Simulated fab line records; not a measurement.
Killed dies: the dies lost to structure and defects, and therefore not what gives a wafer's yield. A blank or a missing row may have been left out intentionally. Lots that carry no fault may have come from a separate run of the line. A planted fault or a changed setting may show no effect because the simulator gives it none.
Which tool is to blame? ; flow gf180mcu ; 7 lots (21 wafers sampled), 1 step of a 602-step route

WHAT THE GAUGES SHOWED, per wafer
GF_V1_THK_MEAS_01.
lot;measured;on;V1_CVD_00_THK (nm)
L469;day 18 14:10;filmMetro-02;606 602 605
L471;day 18 21:59;filmMetro-01;607 600 606
L473;day 19 19:23;filmMetro-03;596 589 597
L482;day 22 23:21;filmMetro-03;592 596 590
L485;day 24 07:13;filmMetro-02;605 605 603
L487;day 24 17:27;filmMetro-01;611 613 609
L489;day 25 07:39;filmMetro-02;605 603 596

EACH LOT AND THE TOOL THAT RAN IT (in order: tool; ch and the chambers of the sampled wafers; start)
There is no process step in the record ahead of these readings.

THE ANSWER, worked out from the rows above alone
Rule: the usual values come from the lots themselves. Put in order of their means at a reading, lots are off if they are a third of the lots or fewer, leave a main group of 4 or more, and stand apart from it by a gap of 3 or more times the standard deviation of the main group's means; of several such gaps the widest counts. A main group whose means are all the same, to the digits that the tables above print for the reading, isn't used. A lot without any number at a reading at which 4 lots or more have one is off too. Where the step has rows for the other lots, those lots are counted as sound.
None of the lots is off at any reading shown; this tells nothing.

WHAT THE SIMULATOR HAD INSERTED
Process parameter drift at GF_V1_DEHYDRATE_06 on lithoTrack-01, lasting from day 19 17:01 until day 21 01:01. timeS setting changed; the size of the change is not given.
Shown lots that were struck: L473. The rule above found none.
